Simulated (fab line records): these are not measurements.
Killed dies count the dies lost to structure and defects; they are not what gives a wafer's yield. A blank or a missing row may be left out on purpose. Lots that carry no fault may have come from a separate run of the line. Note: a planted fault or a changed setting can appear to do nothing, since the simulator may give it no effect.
Split-lot trial    flow sfqLine    route with 325 steps; 5 lots, 23 wafers read

ABOUT THE SPLIT
At SFQ_TRILAYER_L0_LITHO_COAT_010 (resist thk 62 nm), the setting resistThkNm was moved away from the recipe's 62 nm on 12 of the 23 wafers read, by -5.6% to +4.8%. For the rest of the wafers, this setting stayed at what the recipe calls for.

FROM THE SPLIT TO THE READING: what the file shows between them, 5 steps
- SFQ_TRILAYER_L0_LITHO_COAT_005: resist thk 600 nm (also split here: spinRpm)
- SFQ_TRILAYER_L0_LITHO_SOFTBAKE_009
- SFQ_TRILAYER_L0_LITHO_EXPOSE_006: exposes mask L0, target cd 2000 nm
- SFQ_TRILAYER_L0_LITHO_PEB_008: peb time 60 s
- SFQ_TRILAYER_L0_LITHO_DEVELOP_007: time 60 s

THE READING
oesProductAu, in a.u., at SFQ_TRILAYER_L0_BARC_OPEN_METAL_ETCH_010 (etches BARC in O2, target depth 125 nm, time 41.7 s). On this fab line, fault-free wafers typically give 0.685 a.u. with a standard deviation of 0.0049 a.u.

wafer   tool, chamber at the split  resistThkNm as run, nm  against the recipe  oesProductAu, a.u.  against lot-mates on the recipe
L076.1  lithoTrack-04, 0            63.69                   +2.7%               0.688               +0.004
L076.2  lithoTrack-04, 0            63.69                   +2.7%               0.688               +0.004
L076.3  lithoTrack-04, 0            62                      recipe              0.685               -
L076.4  lithoTrack-04, 0            63.69                   +2.7%               0.688               +0.004
L076.5  lithoTrack-04, 0            62                      recipe              0.682               -
L079.1  lithoTrack-03, 0            62                      recipe              0.693               -
L079.2  lithoTrack-03, 0            58.72                   -5.3%               0.669               -0.021
L079.4  lithoTrack-03, 0            62                      recipe              0.687               -
L079.5  lithoTrack-03, 0            58.72                   -5.3%               0.675               -0.015
L079.6  lithoTrack-03, 0            58.72                   -5.3%               0.667               -0.023
L080.1  lithoTrack-03, 0            64.98                   +4.8%               0.696               +0.011
L080.2  lithoTrack-03, 0            62                      recipe              0.683               -
L080.3  lithoTrack-03, 0            64.98                   +4.8%               0.699               +0.014
L080.4  lithoTrack-03, 0            62                      recipe              0.686               -
L080.6  lithoTrack-03, 0            64.98                   +4.8%               0.702               +0.017
L083.1  lithoTrack-04, 0            62                      recipe              0.684               -
L083.5  lithoTrack-04, 0            62                      recipe              0.684               -
L083.6  lithoTrack-04, 0            62                      recipe              0.681               -
L085.2  lithoTrack-03, 0            62                      recipe              0.685               -
L085.3  lithoTrack-03, 0            58.55                   -5.6%               0.678               -0.005
L085.4  lithoTrack-03, 0            58.55                   -5.6%               0.666               -0.017
L085.5  lithoTrack-03, 0            58.55                   -5.6%               0.666               -0.017
L085.6  lithoTrack-03, 0            62                      recipe              0.680               -

THE FIT
A straight line over all 23 wafers: oesProductAu changes by +0.00262 a.u. for each +1% of resistThkNm; r = +0.92; the points scatter about the line by 0.0039 a.u.
The same after taking each lot's own level away (the mean of its wafers on the recipe; 23 wafers): +0.00284 a.u. for each +1%; r = +0.93; scatter 0.0039 a.u.
That fit puts the effect of the largest move of resistThkNm on the reading at 0.016 a.u.
Across the lots, their own levels run from 0.6825 to 0.6900 a.u., a range of 1.5 times the standard deviation given above.
The two slopes are in agreement: the lot-to-lot level therefore moves the slope only a little.
Check: -0.0182 a.u. against its lot-mates is what the line predicts for one of the wafers moved furthest among these (-5.6%) when that wafer is left out of the fit. It came out at -0.0045 a.u. against them.

ADDITIONAL SPLITS CARRIED BY THESE WAFERS
Other splits were also applied to these wafers ahead of the reading. Each is held against what the fit with the lots' levels taken away leaves over:
other split on the same wafers          wafers away from the commonest value  r with oesProductAu (lot level and that fit taken away)
SFQ_TRILAYER_L0_LITHO_COAT_005 spinRpm  10                                    -0.23

THE WHOLE CHAIN: every reading that the file lists as answering this split, in the file's order
step                                      what it does                                         reading                                                                                    change (the file's fit)                    r (the file's)
SFQ_TRILAYER_L0_LITHO_COAT_010            resist thk 62 nm                                     BARC_of_TRILAYER_L0_LITHO_COAT_010.thkNm (the simulator's own value, which no gauge read)  +0.632 nm for each +1% of the setting      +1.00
SFQ_TRILAYER_L0_BARC_OPEN_METAL_ETCH_010  etches BARC in O2, target depth 125 nm, time 41.7 s  oesProductAu                                                                               +0.00289 a.u. for each +1% of the setting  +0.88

THE FILE'S OWN FIT
oesProductAu changes by +0.00289 a.u. for each +1% of resistThkNm, r = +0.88.
